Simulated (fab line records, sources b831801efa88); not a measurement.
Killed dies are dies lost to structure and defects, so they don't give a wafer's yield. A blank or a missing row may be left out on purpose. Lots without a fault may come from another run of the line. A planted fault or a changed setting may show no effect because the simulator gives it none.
Which tool did it? | flow gf180mcu | 13 lots, 39 wafers sampled, at 3 steps of a route of 602

WHAT THE GAUGES READ, wafer by wafer
GF_HV_LDD_THK_MEAS_55. Usual: HV_LDD_CVD_54_THK 10.05 nm, standard deviation 0.19.
lot  | measured     | on            | HV_LDD_CVD_54_THK (nm) | flag
L325 | day 12 08:20 | film_metro-03 | 10.11 10.10 9.92       |
L326 | day 12 14:35 | film_metro-03 | 9.98 10.11 10.09       |
L327 | day 12 21:14 | film_metro-04 | 9.84 9.87 9.73         |
L336 | day 16 05:29 | film_metro-04 | 20.54 20.55 20.36      | OFF
L337 | day 16 15:27 | film_metro-03 | 20.45 20.33 20.44      | OFF
L338 | day 17 00:58 | film_metro-03 | 9.79 9.91 9.92         |
L339 | day 17 07:54 | film_metro-01 | 10.11 10.15 10.03      |
L343 | day 18 15:04 | film_metro-01 | 10.13 9.89 9.94        |
L344 | day 18 19:45 | film_metro-04 | 9.94 9.83 9.81         |
L345 | day 19 01:26 | film_metro-03 | 10.20 10.03 10.06      |
L346 | day 19 11:26 | film_metro-03 | 10.15 10.28 10.07      |
L347 | day 19 20:29 | film_metro-01 | 9.94 9.95 10.12        |
L348 | day 20 03:35 | film_metro-04 | 9.98 9.99 9.97         |

GF_CONTACT_CD_MEAS_14: target cd 220 nm. Usual: cd_nm 220.1 nm, standard deviation 1.4.
lot  | measured     | on        | cd_nm (nm)        | flag
L325 | day 15 23:06 | cd_sem-02 | 219.6 219.5 217.7 |
L326 | day 16 05:49 | cd_sem-02 | 219.8 220.7 219.8 |
L327 | day 16 13:12 | cd_sem-02 | 220.0 218.0 217.9 |
L336 | day 20 05:39 | cd_sem-02 | 217.8 217.9 217.5 |
L337 | day 20 16:12 | cd_sem-02 | 220.5 218.4 220.4 |
L338 | day 21 02:24 | cd_sem-02 | 221.6 221.0 221.0 |
L339 | day 21 09:44 | cd_sem-02 | 220.2 219.8 219.6 |
L343 | day 22 17:58 | cd_sem-02 | 221.7 220.2 218.5 |
L344 | day 22 21:43 | cd_sem-01 | 221.9 221.7 221.2 |
L345 | day 23 04:11 | cd_sem-02 | 219.5 217.2 218.4 |
L346 | day 23 14:00 | cd_sem-02 | 221.6 221.3 221.8 |
L347 | day 23 21:25 | cd_sem-02 | 219.7 221.6 220.9 |
L348 | day 24 05:12 | cd_sem-01 | 219.9 220.3 218.6 |

WHICH TOOL RAN EACH LOT (tool, then ch and the chambers of the sampled wafers, then the start)
lot  | GF_HV_LDD_CVD_54
L325 | lpcvd-01 ch 0, day 12 07:19
L326 | lpcvd-02 ch 1, day 12 13:34
L327 | lpcvd-01 ch 0, day 12 20:13
L336 | lpcvd-02 ch 1, day 16 04:28
L337 | lpcvd-02 ch 0, day 16 14:25
L338 | lpcvd-01 ch 1, day 16 23:57
L339 | lpcvd-01 ch 0, day 17 06:52
L343 | lpcvd-01 ch 1, day 18 14:01
L344 | lpcvd-01 ch 0, day 18 18:42
L345 | lpcvd-02 ch 0, day 19 00:24
L346 | lpcvd-02 ch 0, day 19 10:25
L347 | lpcvd-02 ch 0, day 19 19:28
L348 | lpcvd-01 ch 0, day 20 02:34
- GF_HV_LDD_CVD_54: deposits SiO2 from TEOS, target thk 10 nm, time 75 s.

WHAT THE TOOLS THEMSELVES READ (means of the sampled wafers that have a number; where no wafer has one, the mark that the record gives instead)
GF_HV_LDD_CVD_54. Usual: spike_tc_bottom_C 697.7 C, standard deviation 2.9; spike_tc_centre_C 681.2 C, standard deviation 1.2; spike_tc_lower_C 679.9 C, standard deviation 1.6; spike_tc_top_C 697 C, standard deviation 3.4; spike_tc_upper_C 679.7 C, standard deviation 1.3; susceptor_temp_C 679.98 C, standard deviation 0.29; zone_power_lower_pct 10.2 %, standard deviation 0.99.
lot  | tool     | spike_tc_bottom_C (C) | spike_tc_centre_C (C) | spike_tc_lower_C (C) | spike_tc_top_C (C) | spike_tc_upper_C (C) | susceptor_temp_C (C) | zone_power_lower_pct (%) | flag
L325 | lpcvd-01 | 698.9                 | 679.5                 | 680.4                | 693                | 678.7                | 679.84               | 11.1                     |
L326 | lpcvd-02 | 693.5                 | 682.1                 | 678.1                | 696                | 681.0                | 680.17               | 8.5                      |
L327 | lpcvd-01 | 698.6                 | 680.4                 | 680.0                | 693                | 678.7                | 680.13               | 11.1                     |
L336 | lpcvd-02 | 728.6                 | 717.3                 | 713.3                | 730                | 716.1                | 715.43               | 9.3                      | OFF
L337 | lpcvd-02 | 732.6                 | 716.6                 | 716.6                | 736                | 715.7                | 715.33               | 11.6                     | OFF
L338 | lpcvd-01 | 700.7                 | 680.4                 | 680.2                | 696                | 679.1                | 680.43               | 10.6                     |
L339 | lpcvd-01 | 698.0                 | 680.8                 | 679.7                | 694                | 679.2                | 679.62               | 11.0                     |
L343 | lpcvd-01 | 701.7                 | 680.8                 | 678.8                | 696                | 678.9                | 680.24               | 10.6                     |
L344 | lpcvd-01 | 700.2                 | 680.1                 | 680.3                | 694                | 678.2                | 679.62               | 11.0                     |
L345 | lpcvd-02 | 697.0                 | 681.8                 | 681.6                | 702                | 680.7                | 679.82               | 10.5                     |
L346 | lpcvd-02 | 697.2                 | 681.3                 | 681.3                | 702                | 681.2                | 680.26               | 10.5                     |
L347 | lpcvd-02 | 697.3                 | 680.6                 | 680.5                | 703                | 681.1                | 680.06               | 10.4                     |
L348 | lpcvd-01 | 698.8                 | 680.2                 | 681.6                | 693                | 679.0                | 680.07               | 11.0                     |

THE ANSWER, worked out from the rows above alone
Rule: a lot is off if the mean of its wafers that have a number lies more than 3 standard deviations from the usual mean. A lot without any number at a reading at which 4 lots or more have one is off too. The other lots that the step has rows for count as sound. The gauges are gone through in route order, then the tools' own readings, and for those a lot's mean is taken as printed above. The first step at which some lot is off is used, and at that step the reading that is off furthest; a lot without a number counts as furthest.
Off: L336, L337, at GF_HV_LDD_THK_MEAS_55 (HV_LDD_CVD_54_THK).
A tool fits if, at a process step before that reading, it ran every lot that is off, and no sound lot after the first of them. The gauges at GF_HV_LDD_THK_MEAS_55 aren't tried: what is off there is off at GF_HV_LDD_CVD_54 too, on other tools, and a gauge's error can't cause that. None of those tried fits.

WHAT THE SIMULATOR HAD PUT IN
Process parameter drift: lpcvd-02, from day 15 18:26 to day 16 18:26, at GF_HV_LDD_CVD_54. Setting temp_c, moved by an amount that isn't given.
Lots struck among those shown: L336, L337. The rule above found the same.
